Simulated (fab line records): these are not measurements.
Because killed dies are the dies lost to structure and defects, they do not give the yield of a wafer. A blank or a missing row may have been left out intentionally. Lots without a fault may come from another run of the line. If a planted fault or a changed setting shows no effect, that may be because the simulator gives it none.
Struck lot and sound lot, side by side :: flow gf180mcu :: 22 out of 602 route steps
Sound: wafers L724.1, L724.3, L724.5. Struck: wafer L731.4; the same lot's L731.5 was not struck, so it is left out; see the end for the cause.
Order at every step that has rows: each side's tool, ch and its chambers, its first start. Under that, the readings that differ: sound wafers :: struck wafers :: difference of the means :: sigmas: that difference in standard deviations of wafers without a fault.
alike: same words and numbers on both sides, and readings whose means sit less than 2 such deviations apart. not compared: any withheld reading, any reading some wafer has no value for, any bound like >300 that may hide the same value, and any number with overlapping values for which the record gives no deviation.
Wherever a step has rows on one side only, a row that says differs or no value, or a row with sigmas, the two part there. Numbers that don't overlap but have no deviation are shown without sigmas and don't part them. A reading that every wafer of one side lacks parts them only if that side has two wafers or more.

first, 3 steps without rows for these wafers: GF_M4_STRIP_18 (strips in post etch residue remover, time 1200 s); GF_M4_CLEAN_19 (cleans in DIW); GF_V4_CVD_00 (deposits SiO2, target thk 600 nm, time 100 s).
GF_V4_THK_MEAS_01:
  sound on film_metro-03 at day 25 16:07; struck on film_metro-04 at day 27 19:02
  alike: V4_CVD_00_THK
GF_V4_CVD_02: deposits SiO2 from TEOS, target thk 850 nm, time 94.851 s.
  sound on pecvd-03 ch 0,1,2, day 25 16:11; struck on pecvd-04 ch 1, day 27 19:06
  alike: heater_power_w
GF_V4_THK_MEAS_03:
  sound on film_metro-02 at day 25 16:15; struck on film_metro-03 at day 27 19:10
  alike: V4_CVD_02_THK
GF_V4_CMP_04: polishes SiO2.
  sound on cmp-01 ch 0,2,3, day 25 16:19; struck on cmp-02 ch 1, day 27 19:18
reading: slurry_flow_ml_min
sound: 150.0 151.2 150.5
struck: 149.6
difference: -1.0
sigmas: -2
  alike: motor_current_A, time_to_endpoint_s
GF_V4_BOW_MEAS_05:
  sound on film_metro-02 at day 25 16:37; struck on film_metro-03 at day 27 19:34
  alike: V4_BOW
then, 4 steps without rows for these wafers: GF_V4_DEHYDRATE_06 (time 60 s); GF_V4_HMDS_07 (prime time 60 s); GF_V4_COAT_08; GF_V4_COAT_09 (resist thk 1000 nm).
GF_V4_SOFTBAKE_10: time 60 s.
  sound on litho_track-03 ch 0, day 26 03:00; struck on litho_track-03 ch 0, day 28 05:00
reading: heater_power_total_W (W)
sound: 93.06 93.03 93.05
struck: 98.59
difference: +5.54
sigmas: +99

reading: run_length_s (s)
sound: 88.95 89.23 89.19
struck: 79.15
difference: -9.97
sigmas: -40
then, 3 steps without rows for these wafers: GF_V4_EXPOSE_11 (exposes mask Via4, target cd 260 nm); GF_V4_PEB_12 (peb time 90 s); GF_V4_DEVELOP_13 (develop time 60 s).
GF_V4_CD_MEAS_14: the cd target is 260 nm.
  sound on cd_sem-01 at day 26 13:47; struck on cd_sem-02 at day 28 14:13
reading: cd_nm (nm)
sound: 260.3 261.0 260.1
struck: 257.8
difference: -2.7
sigmas: -2
GF_V4_OVL_MEAS_15:
  sound on overlay-02 at day 26 13:54; struck on overlay-02 at day 28 14:17
  alike: V4_OVL
GF_V4_ETCH_16: etches BARC in N2/H2.
  sound on rie_diel-03 ch 1,2,3, day 26 13:56; struck on rie_diel-01 ch 2, day 28 14:19
reading: oes_product_au (a.u.)
sound: 0.850 0.861 0.859
struck: 0.838
difference: -0.019
sigmas: -4

reading: model.V4.cd_nm (nm)
sound: 260.6 261.3 260
struck: 257.5
difference: -3.1
sigmas: 
  alike: chamber_pressure_mTorr, drypump_motor_current_A, throttle_valve_pct
GF_V4_ETCH_17: etches SiO2 in C4F8/O2/Ar, stops on TiN, target depth 630 nm.
  sound: rie_diel-03 ch 1,2,3; struck: rie_diel-01 ch 2
reading: model.V4.cd_nm (nm)
sound: 260.8 261.5 259.9
struck: 258
difference: -3
sigmas: 
  alike: chamber_pressure_mTorr, oes_product_au
GF_V4_STRIP_18: strips in O2/N2.
  sound on plasma_asher-01 ch 0,1, day 26 14:04; struck on plasma_asher-03 ch 1, day 28 14:28
reading: drypump_motor_current_A (A)
sound: 5.3 5.4 5.4
struck: 6.6
difference: +1.2
sigmas: +2
  alike: chamber_pressure_mTorr, heater_power_w, oes_product_au
  not compared: rf_hours_counter_h
-- the record jumps here: 4 days lie between the struck wafers' starts before and after (it left off in module V4 and takes up again in module PASSIVATION, whose first step shown is number 602 of the route) --
GF_PASSIVATION_PROBE_99:
  record: rows for the struck wafers here (prober-02, day 32 16:08), none for the sound ones

## WHERE THEY PART
Last at GF_PASSIVATION_PROBE_99 as far as this record goes, first at GF_V4_CMP_04.

WHY: whatever the simulator had introduced
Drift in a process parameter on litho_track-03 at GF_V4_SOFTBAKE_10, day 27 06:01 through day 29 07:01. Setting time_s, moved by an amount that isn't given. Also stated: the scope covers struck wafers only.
